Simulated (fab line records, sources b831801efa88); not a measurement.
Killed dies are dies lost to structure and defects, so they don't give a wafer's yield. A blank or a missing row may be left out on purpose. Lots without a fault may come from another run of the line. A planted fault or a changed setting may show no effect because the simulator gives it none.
Which tool did it? | flow sky130 | 11 lots, 33 wafers sampled, at 2 steps of a route of 708

WHAT THE GAUGES READ, wafer by wafer
SKY_VIA3_RS_MEAS_22: measures by four-point-probe. Usual: VIA3_W_RS 0.293 ohm/sq, standard deviation 0.0037.
lot  | measured     | on            | VIA3_W_RS (ohm/sq) | flag
L363 | day 39 14:13 | film_metro-02 | 0.293 0.292 0.291  |
L364 | day 39 21:26 | film_metro-03 | 0.294 0.292 0.291  |
L366 | day 40 15:51 | film_metro-04 | 0.291 0.293 0.293  |
L369 | day 41 16:22 | film_metro-04 | 0.288 0.288 0.287  |
L370 | day 41 18:17 | film_metro-02 | 0.294 0.295 0.295  |
L371 | day 41 23:58 | film_metro-03 | 0.288 0.290 0.285  |
L375 | day 43 00:53 | film_metro-04 | 0.294 0.296 0.295  |
L378 | day 43 21:04 | film_metro-04 | 0.290 0.288 0.288  |
L379 | day 44 16:13 | film_metro-04 | 0.292 0.297 0.291  |
L383 | day 45 07:23 | film_metro-03 | 0.293 0.297 0.296  |
L386 | day 46 02:01 | film_metro-02 | 0.294 0.297 0.297  |

SKY_VIA3_THK_MEAS_23: measures by xrf. Usual: VIA3_W_THK 405 nm, standard deviation 7.
lot  | measured     | on            | VIA3_W_THK (nm) | flag
L363 | day 39 14:20 | film_metro-02 | 404 409 408     |
L364 | day 39 21:33 | film_metro-03 | 394 396 400     |
L366 | day 40 15:58 | film_metro-04 | 411 404 408     |
L369 | day 41 16:29 | film_metro-04 | 411 404 412     |
L370 | day 41 18:24 | film_metro-02 | 404 401 402     |
L371 | day 42 00:05 | film_metro-03 | 407 405 412     |
L375 | day 43 01:00 | film_metro-04 | 402 402 403     |
L378 | day 43 21:11 | film_metro-04 | 409 412 411     |
L379 | day 44 16:19 | film_metro-04 | 404 398 405     |
L383 | day 45 07:30 | film_metro-03 | 403 399 398     |
L386 | day 46 02:08 | film_metro-02 | 401 397 395     |

WHICH TOOL RAN EACH LOT (tool, then ch and the chambers of the sampled wafers, then the start)
The record holds no process step before these readings.

WHAT THE TOOLS THEMSELVES READ (means of the sampled wafers that have a number; where no wafer has one, the mark that the record gives instead)
The record holds no such reading with a usual standard deviation.

THE ANSWER, worked out from the rows above alone
Rule: a lot is off if the mean of its wafers that have a number lies more than 3 standard deviations from the usual mean. A lot without any number at a reading at which 4 lots or more have one is off too. The other lots that the step has rows for count as sound. The gauges are gone through in route order, then the tools' own readings, and for those a lot's mean is taken as printed above. The first step at which some lot is off is used, and at that step the reading that is off furthest; a lot without a number counts as furthest.
No lot is off at any reading shown: from this, nothing can be told.

WHAT THE SIMULATOR HAD PUT IN
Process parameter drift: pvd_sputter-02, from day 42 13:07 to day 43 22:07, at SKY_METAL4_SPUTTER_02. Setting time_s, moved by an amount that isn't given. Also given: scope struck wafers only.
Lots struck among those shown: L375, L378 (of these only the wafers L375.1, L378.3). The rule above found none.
